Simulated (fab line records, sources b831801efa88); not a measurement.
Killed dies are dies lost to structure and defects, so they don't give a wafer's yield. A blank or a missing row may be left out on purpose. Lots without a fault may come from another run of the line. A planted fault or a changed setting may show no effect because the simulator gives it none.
Chamber matching | flow sky130 | SKY_VIA2_ETCH_14 on rie_diel-02: 4 sister chambers
The step etches BARC in N2/H2, stops on SiO2, time 45.9 s, target depth 60 nm. 14 wafers are shown with their chamber, then 7 later ones without.

WAFERS WITH THEIR CHAMBER
wafer  | chamber | run_length_s (s) | throttle_valve_pct (%) | oes_product_au (a.u.)
L435.2 | 1       | 75.1             | 13.210                 | 0.860
L435.3 | 0       | 74.6             | 13.231                 | 0.851
L435.5 | 1       | 74.7             | 13.239                 | 0.853
L437.1 | 2       | 74.0             | 13.206                 | 0.852
L437.4 | 0       | 74.6             | 13.221                 | 0.855
L437.6 | 0       | 74.5             | 13.214                 | 0.857
L439.2 | 2       | 74.3             | 13.224                 | 0.852
L439.5 | 3       | 74.3             | 13.210                 | 0.858
L439.6 | 0       | 75.0             | 13.226                 | 0.865
L440.1 | 2       | 74.6             | 13.234                 | 0.859
L440.2 | 0       | 74.6             | 13.216                 | 0.853
L440.6 | 2       | 74.2             | 13.224                 | 0.848
L443.1 | 2       | 74.3             | 13.218                 | 0.856
L443.4 | 0       | 75.0             | 13.217                 | 0.857

SIGNATURES (means of the wafers above)
reading            | chamber 0 | chamber 1 | chamber 2 | chamber 3 | scatter within a chamber
run_length_s       | 74.717    | 74.900    | 74.280    | 74.300    | 0.227
throttle_valve_pct | 13.22083  | 13.22450  | 13.22120  | 13.21000  | 0.0103
oes_product_au     | 0.85633   | 0.85650   | 0.85340   | 0.85800   | 0.00462
Rule: a wafer's distance from a chamber is the root of the sum, over the readings, of the square of ((its reading less the chamber's mean) divided by the reading's scatter). The wafer belongs to the nearest chamber; if the next one is less than 2 further off, it can't be placed. The scatter: the root of (the sum of the squares of (reading less its chamber's mean) over the shown wafers, divided by (wafers less chambers)).

WAFERS WITHOUT THEIR CHAMBER
wafer  | run_length_s (s) | throttle_valve_pct (%) | oes_product_au (a.u.)
L443.5 | 73.8             | 13.221                 | 0.861
L444.4 | 74.1             | 13.230                 | 0.853
L444.5 | 74.6             | 13.231                 | 0.858
L444.6 | 74.6             | 13.217                 | 0.858
L445.2 | 73.5             | 13.222                 | 0.855
L446.2 | 74.2             | 13.220                 | 0.860
L446.5 | 75.2             | 13.235                 | 0.858

WHICH CHAMBER EACH WENT THROUGH
wafer  | from the rows above               | in truth
L443.5 | can't be placed: 3 or 2 or 0      | 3
L444.4 | can't be placed: 2 or 3 or 0      | 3
L444.5 | can't be placed: 0 or 1 or 2 or 3 | 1
L444.6 | can't be placed: 0 or 3 or 1 or 2 | 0
L445.2 | can't be placed: 2 or 3 or 0      | 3
L446.2 | can't be placed: 3 or 2 or 0      | 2
L446.5 | can't be placed: 1 or 0           | 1
Placed correctly: 0 of 7. Can't be placed from these rows: 7 (the true chamber is among the candidates in 7). Placed wrongly: 0.
